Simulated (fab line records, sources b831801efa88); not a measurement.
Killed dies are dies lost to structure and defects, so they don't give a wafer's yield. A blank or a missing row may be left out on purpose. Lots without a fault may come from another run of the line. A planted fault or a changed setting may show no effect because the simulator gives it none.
fab line records | flow gf180mcu
record lots=5 wafers=15 last_day=34
route steps=602 shown POLY_GATE@174 HV_LDD@176
lots that met no fault: from a run of the same line without faults
start_h: hours from the record's first day to the start of the lot's first wafer shown | wait_h: hours since the lot's step before | " the same as in the row above | L1.1+2: a row that stands for several wafers | - no value, or no start given | * or withheld: withheld | < > ~ a bound
route shown NAME@n: a module of which the file shows steps, and the number in the route of the first | usual: mean/standard deviation of fault-free wafers | same: alike in all rows | chamber/n: place in a boat | sites: the reading at each site | _std_site: their standard deviation | _edge_site: outer sites' mean less inner sites' | radius_mm: how far each site lies from the wafer's centre | mask NAME#n: copy n | behind: the tool/chamber that last shaped the wafer | hold: why the lot was held/for how many hours/how that ended | device: the transistor (n, p or np) that didn't switch | end of line: the same wafers' tests at the end of the route | a step without rows: its recipe alone | killed: dies lost to structure and defects at the first sort, not the wafer's yield | map: a wafer's dies, x killed, . not, _ none there
set.NAME: the setting as run; set.NAME@STEP: as run at that earlier step | model.NAME: the simulator's own value behind a step, which no gauge read
lots at some steps of the route; a table a step, a row a wafer
services: from which hour (start_h, from the record's first day; less than 0 if before it) a tool's chamber was out of use, for how many hours, and why
## steps
# step GF_POLY_GATE_THK_MEAS_17
# recipe reads=SiO2_of_POLY_GATE_OXIDATION_16
# usual POLY_GATE_OXIDATION_THK=4.02/0.072
# columns lot.wafer tool chamber start_h wait_h POLY_GATE_OXIDATION_THK[nm]
L077.1 film_metro-03 - 221.55 0.0 3.99
L077.4 " - " " 4.04
L077.5 " - " " 4.10
L078.3 film_metro-04 - 226.90 0.0 3.97
L078.4 " - " " 3.91
L078.6 " - " " 3.93
L095.1 film_metro-03 - 342.56 0.0 4.00
L095.3 " - " " 3.99
L095.4 " - " " 4.03
L096.2 film_metro-01 - 349.19 0.0 3.99
L096.5 " - " " 4.08
L096.6 " - " " 4.13
L097.1 film_metro-03 - 353.18 0.0 3.99
L097.2 " - " " 3.96
L097.3 " - " " 4.02
# step GF_POLY_GATE_CD_MEAS_18
# usual cd_nm=280.2/1.6
# columns lot.wafer tool chamber start_h wait_h cd_nm
L077.1 cd_sem-01 - 221.61 0.1 277.7
L077.4 " - " " 278.1
L077.5 " - " " 278.9
L078.3 cd_sem-01 - 226.99 0.1 280.2
L078.4 " - " " 280.6
L078.6 " - " " 280.1
L095.1 cd_sem-02 - 342.62 0.1 279.1
L095.3 " - " " 281.5
L095.4 " - " " 279.3
L096.2 cd_sem-02 - 349.27 0.1 281.3
L096.5 " - " " 280.0
L096.6 " - " " 279.0
L097.1 cd_sem-02 - 353.24 0.1 280.1
L097.2 " - " " 279.0
L097.3 " - " " 279.0
# step GF_HV_LDD_DEHYDRATE_00
# recipe temp_c=200 time_s=60
# usual heater_power_total_W=160.37/0.13
# columns lot.wafer tool chamber start_h wait_h heater_power_total_W
L077.1 litho_track-03 0 230.24 8.6 160.16
L077.4 " 0 " " 160.26
L077.5 " 0 " " 160.54
L078.3 litho_track-02 0 235.08 8.1 160.58
L078.4 " 0 " " 160.23
L078.6 " 0 " " 160.37
L095.1 litho_track-03 0 352.29 9.6 160.21
L095.3 " 0 " " 160.43
L095.4 " 0 " " 160.26
L096.2 litho_track-02 0 359.35 10.1 160.39
L096.5 " 0 " " 160.30
L096.6 " 0 " " 160.49
L097.1 litho_track-02 0 363.68 10.4 160.29
L097.2 " 0 " " 160.24
L097.3 " 0 " " 160.36
# step GF_HV_LDD_HMDS_01
# recipe prime_time_s=60 prime_temp_c=120
# columns lot.wafer tool chamber start_h wait_h
L077.1+4+5 litho_track-03 0 230.39 0.1
L078.3+4+6 litho_track-02 0 235.23 0.1
L095.1+3+4 litho_track-03 0 352.44 0.1
L096.2+5+6 litho_track-02 0 359.50 0.1
L097.1+2+3 litho_track-02 0 363.83 0.1
# step GF_HV_LDD_COAT_02
# recipe resist=NOVOLAK spin_rpm=3000 resist_thk_nm=1000
# columns lot.wafer tool chamber start_h wait_h
L077.1+4+5 litho_track-03 0 230.54 0.1
L078.3+4+6 litho_track-02 0 235.38 0.1
L095.1+3+4 litho_track-03 0 352.59 0.1
L096.2+5+6 litho_track-02 0 359.65 0.1
L097.1+2+3 litho_track-02 0 363.98 0.1
# step GF_HV_LDD_SOFTBAKE_03
# recipe temp_c=90 time_s=60 resist=NOVOLAK
# usual heater_power_total_W=56.59/0.043
# columns lot.wafer tool chamber start_h wait_h heater_power_total_W
L077.1 litho_track-03 0 230.69 0.1 56.61
L077.4 " 0 " " 56.60
L077.5 " 0 " " 56.58
L078.3 litho_track-02 0 235.53 0.1 56.56
L078.4 " 0 " " 56.60
L078.6 " 0 " " 56.61
L095.1 litho_track-03 0 352.74 0.1 56.56
L095.3 " 0 " " 56.52
L095.4 " 0 " " 56.71
L096.2 litho_track-02 0 359.80 0.1 56.68
L096.5 " 0 " " 56.60
L096.6 " 0 " " 56.64
L097.1 litho_track-02 0 364.13 0.1 56.60
L097.2 " 0 " " 56.65
L097.3 " 0 " " 56.60
# step GF_HV_LDD_EXPOSE_04
# recipe mask_id=Nplus_LV_AREA target_cd_nm=400 na=0.6 source_shape=conventional sigma_outer=0.6 dose_mj=140
# columns lot.wafer tool chamber start_h wait_h mask
L077.1+4+5 iline_stepper-01 0 - - Nplus_LV_AREA#0
L078.3+4+6 iline_stepper-01 0 - - Nplus_LV_AREA#0
L095.1+3+4 iline_stepper-01 0 - - Nplus_LV_AREA#0
L096.2+5+6 iline_stepper-01 0 - - Nplus_LV_AREA#0
L097.1+2+3 iline_stepper-02 0 - - Nplus_LV_AREA#0
# step GF_HV_LDD_PEB_05
# recipe temp_c=withheld time_s=* resist=NOVOLAK
# columns lot.wafer tool chamber start_h wait_h
L077.1+4+5 litho_track-02 0 - -
L078.3+4+6 litho_track-02 0 - -
L095.1+3+4 litho_track-03 0 - -
L096.2+5+6 litho_track-02 0 - -
L097.1+2+3 litho_track-01 0 - -
# step GF_HV_LDD_DEVELOP_06
# recipe develop_time_s=60 dev_temp_c=23
# columns lot.wafer tool chamber start_h wait_h
L077.1+4+5 litho_track-02 0 238.78 0.1
L078.3+4+6 litho_track-02 0 244.38 0.1
L095.1+3+4 litho_track-03 0 363.19 0.1
L096.2+5+6 litho_track-02 0 370.50 0.1
L097.1+2+3 litho_track-01 0 374.83 0.1
# step GF_HV_LDD_CD_MEAS_07
# recipe target_cd_nm=400
# usual cd_nm=399.6/2.3
# columns lot.wafer tool chamber start_h wait_h cd_nm
L077.1 cd_sem-01 - 238.93 0.1 399.3
L077.4 " - " " 397.4
L077.5 " - " " 397.6
L078.3 cd_sem-02 - 244.52 0.1 403.0
L078.4 " - " " 403.0
L078.6 " - " " 401.5
L095.1 cd_sem-02 - 363.34 0.1 396.1
L095.3 " - " " 398.7
L095.4 " - " " 400.6
L096.2 cd_sem-02 - 370.65 0.1 399.7
L096.5 " - " " 399.2
L096.6 " - " " 400.3
L097.1 cd_sem-02 - 374.98 0.1 403.9
L097.2 " - " " 403.2
L097.3 " - " " 401.1
# step GF_HV_LDD_OVL_MEAS_08
# usual HV_LDD_OVL=0.4/1.4
# columns lot.wafer tool chamber start_h wait_h HV_LDD_OVL[nm]
L077.1 overlay-02 - 239.05 0.1 0.5
L077.4 " - " " -1.4
L077.5 " - " " -0.8
L078.3 overlay-02 - 244.61 0.1 0.0
L078.4 " - " " -1.1
L078.6 " - " " -1.5
L095.1 overlay-02 - 363.46 0.1 -0.4
L095.3 " - " " -1.1
L095.4 " - " " 0.2
L096.2 overlay-02 - 370.75 0.1 2.5
L096.5 " - " " 1.5
L096.6 " - " " 0.7
L097.1 overlay-01 - 375.10 0.1 -1.7
L097.2 " - " " -0.4
L097.3 " - " " -1.6
# step GF_HV_LDD_IMPLANT_09
# recipe species=As energy_kev=40 dose_cm2=1e+14 tilt_deg=7.516
# usual beam_energy_keV=40.000/0.013
# columns lot.wafer tool chamber start_h wait_h beam_energy_keV
L077.1 implanter-01 0 239.09 0.0 40.015
L077.4 " 0 " " 40.013
L077.5 " 0 " " 39.987
L078.3 implanter-03 0 244.69 0.1 39.997
L078.4 " 0 " " 39.988
L078.6 " 0 " " 39.990
L095.1 implanter-01 0 363.49 0.0 40.009
L095.3 " 0 " " 39.998
L095.4 " 0 " " 39.994
L096.2 implanter-01 0 370.81 0.0 39.974
L096.5 " 0 " " 39.989
L096.6 " 0 " " 39.976
L097.1 implanter-03 0 375.14 0.0 40.013
L097.2 " 0 " " 40.011
L097.3 " 0 " " 40.000
# step GF_HV_LDD_STRIP_10
# recipe chemistry=O2/N2 power_w=1400 pressure_mtorr=1500 platen_temp_c=250 o2_flow_sccm=3000 n2_flow_sccm=300 overash_fraction=0.5
# usual chamber_pressure_mTorr=1499.9/1.3 drypump_motor_current_A=5.9/0.51 heater_power_w=340/19 n2_flow_sccm=300.1/0.91 oes_product_au=0.716/0.0044 strip_time_to_endpoint_s=12.63/0.042
# columns lot.wafer tool chamber start_h wait_h chamber_pressure_mTorr drypump_motor_current_A heater_power_w n2_flow_sccm oes_product_au rf_hours_counter_h strip_time_to_endpoint_s
L077.1 plasma_asher-04 0 239.24 0.1 1497.9 6.3 357 300.9 0.717 49 12.57
L077.4 " 1 " " 1497.8 6.0 338 299.9 0.716 - 12.58
L077.5 " 0 " " 1500.4 6.3 340 300.5 0.713 - 12.60
L078.3 plasma_asher-01 1 244.82 0.1 1501.4 5.0 349 298.9 0.723 - 12.68
L078.4 " 0 " " 1500.4 5.6 333 299.5 0.712 - 12.68
L078.6 " 0 " " 1499.0 5.6 332 299.6 0.727 - 12.64
L095.1 plasma_asher-04 0 363.64 0.1 1500.0 6.3 355 298.7 0.715 63 12.68
L095.3 " 0 " " 1502.2 6.3 354 300.0 0.725 - 12.64
L095.4 " 1 " " 1502.9 5.9 333 300.3 0.716 - 12.63
L096.2 plasma_asher-04 1 370.93 0.1 1500.6 5.9 329 300.0 0.719 64 12.66
L096.5 " 0 " " 1499.3 6.3 355 299.6 0.717 - 12.63
L096.6 " 1 " " 1499.3 5.9 337 300.7 0.714 - 12.70
L097.1 plasma_asher-04 1 375.29 0.1 1501.7 5.9 328 300.8 0.717 64 12.62
L097.2 " 0 " " 1502.0 6.3 353 299.8 0.720 64 12.64
L097.3 " 0 " " 1498.6 6.3 358 300.5 0.718 - 12.65
# step GF_HV_LDD_TW_MEAS_11
# usual HV_LDD_TW=2394/22
# columns lot.wafer tool chamber start_h wait_h HV_LDD_TW
L077.1 film_metro-04 - 239.34 0.1 2371
L077.4 " - " " 2351
L077.5 " - " " 2360
L078.3 film_metro-02 - 244.91 0.1 2403
L078.4 " - " " 2406
L078.6 " - " " 2410
L095.1 film_metro-04 - 363.74 0.1 2356
L095.3 " - " " 2360
L095.4 " - " " 2375
L096.2 film_metro-04 - 371.04 0.1 2382
L096.5 " - " " 2348
L096.6 " - " " 2362
L097.1 film_metro-01 - 375.39 0.1 2406
L097.2 " - " " 2412
L097.3 " - " " 2396
# step GF_HV_LDD_DEHYDRATE_12
# recipe temp_c=200 time_s=60
# usual heater_power_total_W=160.38/0.12
# columns lot.wafer tool chamber start_h wait_h heater_power_total_W
L077.1 litho_track-01 0 248.03 8.7 160.43
L077.4 " 0 " " 160.34
L077.5 " 0 " " 160.24
L078.3 litho_track-02 0 253.78 8.9 160.46
L078.4 " 0 " " 160.35
L078.6 " 0 " " 160.38
L095.1 litho_track-02 0 373.78 10.0 160.26
L095.3 " 0 " " 160.61
L095.4 " 0 " " 160.52
L096.2 litho_track-03 0 381.16 10.1 160.34
L096.5 " 0 " " 160.38
L096.6 " 0 " " 160.33
L097.1 litho_track-03 0 385.64 10.2 160.23
L097.2 " 0 " " 160.54
L097.3 " 0 " " 160.31
# step GF_HV_LDD_HMDS_13
# recipe prime_time_s=60 prime_temp_c=120
# columns lot.wafer tool chamber start_h wait_h
L077.1+4+5 litho_track-01 0 248.18 0.1
L078.3+4+6 litho_track-02 0 253.93 0.1
L095.1+3+4 litho_track-02 0 373.93 0.1
L096.2+5+6 litho_track-03 0 381.31 0.1
L097.1+2+3 litho_track-03 0 385.79 0.1
# step GF_HV_LDD_COAT_14
# recipe resist=NOVOLAK spin_rpm=3000 resist_thk_nm=1000
# columns lot.wafer tool chamber start_h wait_h
L077.1+4+5 litho_track-01 0 248.33 0.1
L078.3+4+6 litho_track-02 0 254.08 0.1
L095.1+3+4 litho_track-02 0 374.08 0.1
L096.2+5+6 litho_track-03 0 381.46 0.1
L097.1+2+3 litho_track-03 0 385.94 0.1
# step GF_HV_LDD_SOFTBAKE_15
# recipe temp_c=90 time_s=60 resist=NOVOLAK
# usual heater_power_total_W=56.60/0.044
# columns lot.wafer tool chamber start_h wait_h heater_power_total_W
L077.1 litho_track-01 0 248.48 0.1 56.59
L077.4 " 0 " " 56.52
L077.5 " 0 " " 56.68
L078.3 litho_track-02 0 254.23 0.1 56.59
L078.4 " 0 " " 56.62
L078.6 " 0 " " 56.61
L095.1 litho_track-02 0 374.23 0.1 56.58
L095.3 " 0 " " 56.60
L095.4 " 0 " " 56.53
L096.2 litho_track-03 0 381.61 0.1 56.62
L096.5 " 0 " " 56.61
L096.6 " 0 " " 56.65
L097.1 litho_track-03 0 386.09 0.1 56.55
L097.2 " 0 " " 56.57
L097.3 " 0 " " 56.57
# step GF_HV_LDD_EXPOSE_16
# recipe mask_id=Pplus_LV_AREA target_cd_nm=400 na=0.6 source_shape=conventional sigma_outer=0.6 dose_mj=140
# columns lot.wafer tool chamber start_h wait_h mask
L077.1+4+5 iline_stepper-01 0 - - Pplus_LV_AREA#0
L078.3+4+6 iline_stepper-01 0 - - Pplus_LV_AREA#0
L095.1+3+4 iline_stepper-01 0 - - Pplus_LV_AREA#0
L096.2+5+6 iline_stepper-01 0 - - Pplus_LV_AREA#0
L097.1+2+3 iline_stepper-01 0 - - Pplus_LV_AREA#0
# step GF_HV_LDD_PEB_17
# recipe temp_c=withheld time_s=* resist=NOVOLAK
# columns lot.wafer tool chamber start_h wait_h
L077.1+4+5 litho_track-02 0 - -
L078.3+4+6 litho_track-02 0 - -
L095.1+3+4 litho_track-02 0 - -
L096.2+5+6 litho_track-02 0 - -
L097.1+2+3 litho_track-01 0 - -
# step GF_HV_LDD_DEVELOP_18
# recipe develop_time_s=60 dev_temp_c=23
# columns lot.wafer tool chamber start_h wait_h
L077.1+4+5 litho_track-02 0 257.28 0.1
L078.3+4+6 litho_track-02 0 262.98 0.1
L095.1+3+4 litho_track-02 0 384.68 0.1
L096.2+5+6 litho_track-02 0 392.55 0.1
L097.1+2+3 litho_track-01 0 396.73 0.1
# step GF_HV_LDD_CD_MEAS_19
# recipe target_cd_nm=400
# usual cd_nm=399.1/2.3
# columns lot.wafer tool chamber start_h wait_h cd_nm
L077.1 cd_sem-02 - 257.43 0.1 397.6
L077.4 " - " " 397.1
L077.5 " - " " 399.1
L078.3 cd_sem-01 - 263.12 0.1 396.6
L078.4 " - " " 394.5
L078.6 " - " " 394.3
L095.1 cd_sem-02 - 384.83 0.1 398.1
L095.3 " - " " 396.8
L095.4 " - " " 396.9
L096.2 cd_sem-02 - 392.70 0.1 400.8
L096.5 " - " " 400.0
L096.6 " - " " 399.3
L097.1 cd_sem-01 - 396.88 0.1 402.8
L097.2 " - " " 400.7
L097.3 " - " " 401.3
# step GF_HV_LDD_OVL_MEAS_20
# usual HV_LDD_01_OVL=-0.2/1.3
# columns lot.wafer tool chamber start_h wait_h HV_LDD_01_OVL[nm]
L077.1 overlay-01 - 257.55 0.1 -0.3
L077.4 " - " " -0.8
L077.5 " - " " -1.0
L078.3 overlay-01 - 263.21 0.1 1.1
L078.4 " - " " 0.7
L078.6 " - " " 0.7
L095.1 overlay-01 - 384.95 0.1 -1.2
L095.3 " - " " -0.2
L095.4 " - " " 1.7
L096.2 overlay-01 - 392.80 0.1 1.7
L096.5 " - " " 0.2
L096.6 " - " " 0.1
L097.1 overlay-01 - 397.00 0.1 -0.2
L097.2 " - " " -0.6
L097.3 " - " " 0.1
# step GF_HV_LDD_IMPLANT_21
# recipe species=BF2 energy_kev=25 dose_cm2=5e+13 tilt_deg=7
# usual beam_energy_keV=25.000/0.0078
# columns lot.wafer tool chamber start_h wait_h beam_energy_keV
L077.1 implanter-02 0 257.59 0.0 25.012
L077.4 " 0 " " 25.008
L077.5 " 0 " " 25.005
L078.3 implanter-02 0 263.29 0.1 24.994
L078.4 " 0 " " 25.002
L078.6 " 0 " " 25.002
L095.1 implanter-02 0 384.98 0.0 25.019
L095.3 " 0 " " 25.000
L095.4 " 0 " " 25.011
L096.2 implanter-01 0 392.86 0.0 25.012
L096.5 " 0 " " 24.999
L096.6 " 0 " " 24.986
L097.1 implanter-01 0 397.04 0.0 25.009
L097.2 " 0 " " 25.000
L097.3 " 0 " " 25.003
# step GF_HV_LDD_STRIP_22
# recipe chemistry=O2/N2 power_w=1400 pressure_mtorr=1500 platen_temp_c=250 o2_flow_sccm=3000 n2_flow_sccm=300 overash_fraction=0.5
# usual chamber_pressure_mTorr=1500.0/1.4 drypump_motor_current_A=5.7/0.53 heater_power_w=342/16 n2_flow_sccm=300.0/0.89 oes_product_au=0.716/0.0042 strip_time_to_endpoint_s=12.63/0.042
# columns lot.wafer tool chamber start_h wait_h chamber_pressure_mTorr drypump_motor_current_A heater_power_w n2_flow_sccm oes_product_au rf_hours_counter_h strip_time_to_endpoint_s
L077.1 plasma_asher-02 0 257.74 0.1 1499.8 5.5 308 298.1 0.719 54 12.59
L077.4 " 1 " " 1498.5 6.6 363 300.8 0.715 - 12.57
L077.5 " 1 " " 1499.8 6.6 368 301.5 0.716 - 12.58
L078.3 plasma_asher-04 0 263.42 0.1 1501.6 6.3 348 299.4 0.717 - 12.58
L078.4 " 1 " " 1498.3 6.0 341 300.6 0.707 - 12.63
L078.6 " 0 " " 1498.7 6.3 351 299.1 0.713 - 12.64
L095.1 plasma_asher-02 1 385.13 0.1 1498.5 6.6 367 301.1 0.717 62 12.66
L095.3 " 0 " " 1500.4 5.4 306 300.1 0.714 - 12.64
L095.4 " 1 " " 1498.7 6.6 372 299.4 0.716 - 12.70
L096.2 plasma_asher-01 0 392.98 0.1 1495.8 5.6 338 300.8 0.715 79 12.62
L096.5 " 1 " " 1497.7 5.0 352 299.3 0.718 - 12.58
L096.6 " 0 " " 1500.2 5.6 334 301.4 0.720 - 12.62
L097.1 plasma_asher-04 1 397.19 0.1 1501.8 6.0 341 299.0 0.712 66 12.58
L097.2 " 0 " " 1500.0 6.3 362 299.3 0.713 66 12.57
L097.3 " 0 " " 1497.7 6.3 359 299.8 0.715 - 12.59
# step GF_HV_LDD_TW_MEAS_23
# usual HV_LDD_2_TW=1050/8.2
# columns lot.wafer tool chamber start_h wait_h HV_LDD_2_TW
L077.1 film_metro-01 - 257.84 0.1 1048
L077.4 " - " " 1050
L077.5 " - " " 1047
L078.3 film_metro-01 - 263.51 0.1 1045
L078.4 " - " " 1050
L078.6 " - " " 1048
L095.1 film_metro-02 - 385.23 0.1 1062
L095.3 " - " " 1057
L095.4 " - " " 1065
L096.2 film_metro-04 - 393.09 0.1 1034
L096.5 " - " " 1044
L096.6 " - " " 1045
L097.1 film_metro-04 - 397.29 0.1 1042
L097.2 " - " " 1045
L097.3 " - " " 1043
# step GF_HV_LDD_DEHYDRATE_24
# recipe temp_c=200 time_s=60
# usual heater_power_total_W=160.37/0.12
# columns lot.wafer tool chamber start_h wait_h heater_power_total_W
L077.1 litho_track-01 0 266.63 8.8 160.33
L077.4 " 0 " " 160.37
L077.5 " 0 " " 160.35
L078.3 litho_track-02 0 272.43 8.9 160.23
L078.4 " 0 " " 160.33
L078.6 " 0 " " 160.40
L095.1 litho_track-02 0 395.68 10.4 160.29
L095.3 " 0 " " 160.31
L095.4 " 0 " " 160.40
L096.2 litho_track-01 0 404.11 11.0 160.35
L096.5 " 0 " " 160.26
L096.6 " 0 " " 160.45
L097.1 litho_track-03 0 408.44 11.1 160.39
L097.2 " 0 " " 160.30
L097.3 " 0 " " 160.45
# step GF_HV_LDD_HMDS_25
# recipe prime_time_s=60 prime_temp_c=120
# columns lot.wafer tool chamber start_h wait_h
L077.1+4+5 litho_track-01 0 266.78 0.1
L078.3+4+6 litho_track-02 0 272.58 0.1
L095.1+3+4 litho_track-02 0 395.83 0.1
L096.2+5+6 litho_track-01 0 404.26 0.1
L097.1+2+3 litho_track-03 0 408.59 0.1
# step GF_HV_LDD_COAT_26
# recipe resist=NOVOLAK spin_rpm=3000 resist_thk_nm=1000
# columns lot.wafer tool chamber start_h wait_h
L077.1+4+5 litho_track-01 0 266.93 0.1
L078.3+4+6 litho_track-02 0 272.73 0.1
L095.1+3+4 litho_track-02 0 395.98 0.1
L096.2+5+6 litho_track-01 0 404.41 0.1
L097.1+2+3 litho_track-03 0 408.74 0.1
# step GF_HV_LDD_SOFTBAKE_27
# recipe temp_c=90 time_s=60 resist=NOVOLAK
# usual heater_power_total_W=56.60/0.043
# columns lot.wafer tool chamber start_h wait_h heater_power_total_W
L077.1 litho_track-01 0 267.08 0.1 56.63
L077.4 " 0 " " 56.58
L077.5 " 0 " " 56.59
L078.3 litho_track-02 0 272.88 0.1 56.64
L078.4 " 0 " " 56.60
L078.6 " 0 " " 56.63
L095.1 litho_track-02 0 396.13 0.1 56.60
L095.3 " 0 " " 56.57
L095.4 " 0 " " 56.66
L096.2 litho_track-01 0 404.56 0.1 56.58
L096.5 " 0 " " 56.67
L096.6 " 0 " " 56.65
L097.1 litho_track-03 0 408.89 0.1 56.56
L097.2 " 0 " " 56.55
L097.3 " 0 " " 56.62
# step GF_HV_LDD_EXPOSE_28
# recipe mask_id=Nplus_HV_AREA target_cd_nm=400 na=0.6 source_shape=conventional sigma_outer=0.6 dose_mj=140
# columns lot.wafer tool chamber start_h wait_h mask
L077.1+4+5 iline_stepper-01 0 - - Nplus_HV_AREA#0
L078.3+4+6 iline_stepper-01 0 - - Nplus_HV_AREA#0
L095.1+3+4 iline_stepper-02 0 - - Nplus_HV_AREA#0
L096.2+5+6 iline_stepper-01 0 - - Nplus_HV_AREA#0
L097.1+2+3 iline_stepper-01 0 - - Nplus_HV_AREA#0
# step GF_HV_LDD_PEB_29
# recipe temp_c=withheld time_s=* resist=NOVOLAK
# columns lot.wafer tool chamber start_h wait_h
L077.1+4+5 litho_track-01 0 - -
L078.3+4+6 litho_track-02 0 - -
L095.1+3+4 litho_track-03 0 - -
L096.2+5+6 litho_track-01 0 - -
L097.1+2+3 litho_track-02 0 - -
# step GF_HV_LDD_DEVELOP_30
# recipe develop_time_s=60 dev_temp_c=23
# columns lot.wafer tool chamber start_h wait_h
L077.1+4+5 litho_track-01 0 276.08 0.1
L078.3+4+6 litho_track-02 0 282.28 0.1
L095.1+3+4 litho_track-03 0 407.64 0.1
L096.2+5+6 litho_track-01 0 416.21 0.1
L097.1+2+3 litho_track-02 0 419.98 0.1
# step GF_HV_LDD_CD_MEAS_31
# recipe target_cd_nm=400
# usual cd_nm=399.0/2.5
# columns lot.wafer tool chamber start_h wait_h cd_nm
L077.1 cd_sem-01 - 276.23 0.1 399.9
L077.4 " - " " 397.5
L077.5 " - " " 396.6
L078.3 cd_sem-02 - 282.42 0.1 400.1
L078.4 " - " " 401.0
L078.6 " - " " 401.4
L095.1 cd_sem-02 - 407.79 0.1 397.4
L095.3 " - " " 396.1
L095.4 " - " " 396.1
L096.2 cd_sem-02 - 416.35 0.1 403.1
L096.5 " - " " 403.6
L096.6 " - " " 402.0
L097.1 cd_sem-02 - 420.14 0.1 399.6
L097.2 " - " " 401.6
L097.3 " - " " 401.6
# step GF_HV_LDD_OVL_MEAS_32
# usual HV_LDD_02_OVL=1.0/1.3
# columns lot.wafer tool chamber start_h wait_h HV_LDD_02_OVL[nm]
L077.1 overlay-02 - 276.35 0.1 2.5
L077.4 " - " " 1.6
L077.5 " - " " 1.4
L078.3 overlay-02 - 282.51 0.1 3.1
L078.4 " - " " 1.8
L078.6 " - " " 0.0
L095.1 overlay-01 - 407.91 0.1 2.1
L095.3 " - " " 3.1
L095.4 " - " " 2.3
L096.2 overlay-01 - 416.46 0.1 2.1
L096.5 " - " " 3.4
L096.6 " - " " 1.5
L097.1 overlay-01 - 420.26 0.1 1.4
L097.2 " - " " 1.6
L097.3 " - " " 2.6
# step GF_HV_LDD_IMPLANT_33
# recipe species=P energy_kev=60 dose_cm2=7.5e+12 tilt_deg=30 rotation_deg=0
# usual beam_energy_keV=60.003/0.018 rotation_deg=0.000/0.02
# columns lot.wafer tool chamber start_h wait_h beam_energy_keV rotation_deg
L077.1 implanter-03 0 276.39 0.0 59.984 0.000
L077.4 " 0 " " 60.025 -0.028
L077.5 " 0 " " 59.992 -0.015
L078.3 implanter-02 0 282.58 0.1 60.010 -0.027
L078.4 " 0 " " 60.037 -0.030
L078.6 " 0 " " 60.023 -0.017
L095.1 implanter-01 0 407.94 0.0 59.998 0.008
L095.3 " 0 " " 59.998 -0.008
L095.4 " 0 " " 60.002 -0.015
L096.2 implanter-02 0 416.51 0.0 60.007 0.012
L096.5 " 0 " " 59.996 -0.014
L096.6 " 0 " " 60.018 -0.006
L097.1 implanter-02 0 420.29 0.0 59.995 0.022
L097.2 " 0 " " 60.009 0.010
L097.3 " 0 " " 60.004 0.045
# step GF_HV_LDD_IMPLANT_34
# recipe species=P energy_kev=60 dose_cm2=7.5e+12 tilt_deg=30 rotation_deg=90
# usual beam_energy_keV=60.001/0.02 rotation_deg=89.998/0.024
# columns lot.wafer tool chamber start_h wait_h beam_energy_keV rotation_deg
L077.1 implanter-03 0 276.54 0.1 60.019 90.008
L077.4 " 0 " " 60.012 90.012
L077.5 " 0 " " 60.043 89.999
L078.3 implanter-02 0 282.73 0.1 59.942 90.003
L078.4 " 0 " " 59.996 90.006
L078.6 " 0 " " 59.993 89.997
L095.1 implanter-01 0 408.09 0.1 59.991 89.967
L095.3 " 0 " " 60.041 89.958
L095.4 " 0 " " 59.989 89.998
L096.2 implanter-02 0 416.66 0.1 59.979 89.993
L096.5 " 0 " " 59.981 90.006
L096.6 " 0 " " 60.007 90.012
L097.1 implanter-02 0 420.44 0.1 60.020 90.007
L097.2 " 0 " " 60.021 90.019
L097.3 " 0 " " 60.046 89.996
# step GF_HV_LDD_IMPLANT_35
# recipe species=P energy_kev=60 dose_cm2=7.5e+12 tilt_deg=30 rotation_deg=180
# usual beam_energy_keV=60.000/0.017 rotation_deg=180.00/0.035
# columns lot.wafer tool chamber start_h wait_h beam_energy_keV rotation_deg
L077.1 implanter-03 0 276.69 0.1 60.019 179.98
L077.4 " 0 " " 60.005 179.95
L077.5 " 0 " " 59.992 179.94
L078.3 implanter-02 0 282.88 0.1 59.968 180.00
L078.4 " 0 " " 59.988 180.00
L078.6 " 0 " " 60.001 179.99
L095.1 implanter-01 0 408.24 0.1 60.013 180.04
L095.3 " 0 " " 60.013 180.00
L095.4 " 0 " " 60.026 180.00
L096.2 implanter-02 0 416.81 0.1 60.018 179.99
L096.5 " 0 " " 60.042 179.99
L096.6 " 0 " " 60.007 179.98
L097.1 implanter-02 0 420.59 0.1 59.964 180.00
L097.2 " 0 " " 59.974 180.02
L097.3 " 0 " " 59.986 180.00
# step GF_HV_LDD_IMPLANT_36
# recipe species=P energy_kev=60 dose_cm2=7.5e+12 tilt_deg=30 rotation_deg=270
# usual beam_energy_keV=60.002/0.023 rotation_deg=270.00/0.044
# columns lot.wafer tool chamber start_h wait_h beam_energy_keV rotation_deg
L077.1 implanter-03 0 276.84 0.1 59.982 270.02
L077.4 " 0 " " 59.998 270.02
L077.5 " 0 " " 59.989 270.02
L078.3 implanter-02 0 283.03 0.1 59.988 270.03
L078.4 " 0 " " 59.981 270.00
L078.6 " 0 " " 59.977 269.97
L095.1 implanter-01 0 408.39 0.1 60.035 270.01
L095.3 " 0 " " 60.006 269.98
L095.4 " 0 " " 60.016 269.94
L096.2 implanter-02 0 416.96 0.1 60.001 270.05
L096.5 " 0 " " 59.992 269.99
L096.6 " 0 " " 60.016 270.01
L097.1 implanter-02 0 420.74 0.1 60.020 270.03
L097.2 " 0 " " 60.024 270.05
L097.3 " 0 " " 60.030 269.99
## services
# columns tool chamber start_h hours kind
implanter-03 - 213.20 2.3 repair
plasma_asher-01 - 227.02 2.8 pm
iline_stepper-01 0 242.80 - calibration
iline_stepper-02 - 244.91 4.6 repair
iline_stepper-02 - 249.51 1.7 pm
implanter-03 - 261.13 3.5 repair
implanter-01 - 263.08 1.9 repair
plasma_asher-02 - 268.61 14.6 pm
litho_track-02 - 284.55 - consumable_replace:filter
plasma_asher-02 - 290.23 1.8 repair
implanter-01 - 306.92 5.0 repair
iline_stepper-02 0 316.51 - calibration
implanter-03 - 340.21 5.6 repair
plasma_asher-02 - 345.25 38.7 pm
implanter-01 - 346.66 2.0 repair
implanter-02 - 349.62 1.3 repair
iline_stepper-01 - 363.84 2.1 pm
iline_stepper-01 - 365.92 - consumable_replace:lamp
implanter-03 - 381.12 1.7 repair
iline_stepper-02 - 385.26 2.8 repair
implanter-03 - 398.68 20.9 pm
iline_stepper-01 - 409.15 1.7 pm
plasma_asher-01 - 412.00 5.2 repair
## key
fault none
